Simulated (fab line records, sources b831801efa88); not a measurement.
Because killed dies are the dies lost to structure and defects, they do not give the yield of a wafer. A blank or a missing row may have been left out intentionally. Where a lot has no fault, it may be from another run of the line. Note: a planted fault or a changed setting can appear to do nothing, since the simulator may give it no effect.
Which tool is to blame? | flow sky130 | 18 wafers from 6 lots sampled at 2 of the route's 708 steps

== WHAT THE GAUGES READ, wafer by wafer ==
SKY_VT_ADJUST_NCORE_CD_MEAS_07 targets a cd of 380 nm.
lot  | measured     | on        | cd_nm (nm)
L332 | day 9 00:19  | cd_sem-01 | 383.4 378.8 378.8
L335 | day 9 05:11  | cd_sem-01 | 380.3 377.8 378.9
L338 | day 10 09:31 | cd_sem-02 | 379.4 382.6 379.4
L340 | day 11 06:05 | cd_sem-02 | 380.6 379.0 380.6
L342 | day 11 16:47 | cd_sem-02 | 380.5 383.7 381.1
L351 | day 14 06:02 | cd_sem-01 | 380.9 379.4 381.6

== WHICH TOOL RAN EACH LOT (tool, then ch and the chambers of the sampled wafers, then the start) ==
lot  | SKY_VT_ADJUST_LVTN_DEVELOP_17
L332 | litho_track-01 ch 0, day 8 03:50
L335 | litho_track-04 ch 0, day 8 07:47
L338 | litho_track-03 ch 0, day 9 10:38
L340 | litho_track-03 ch 0, day 10 06:41
L342 | litho_track-03 ch 0, day 10 17:42
L351 | litho_track-04 ch 0, day 13 04:16
- SKY_VT_ADJUST_LVTN_DEVELOP_17: develop time 60 s.

== THE ANSWER, worked out from the rows above alone ==
Rule: the usual values come from the lots themselves. Put in order of their means at a reading, lots are off if they are a third of the lots or fewer, leave a main group of 4 or more, and stand apart from it by a gap of 3 or more times the standard deviation of the main group's means; of several such gaps the widest counts. Not used: any main group whose means are identical at the precision the tables above print for the reading. Also off: a lot with no number at a reading for which 4 or more lots have one. Where the step has rows for the other lots, those lots are counted as sound.
Across all readings shown, no lot is off: no conclusion can be drawn from this.

== WHAT THE SIMULATOR PUT IN ==
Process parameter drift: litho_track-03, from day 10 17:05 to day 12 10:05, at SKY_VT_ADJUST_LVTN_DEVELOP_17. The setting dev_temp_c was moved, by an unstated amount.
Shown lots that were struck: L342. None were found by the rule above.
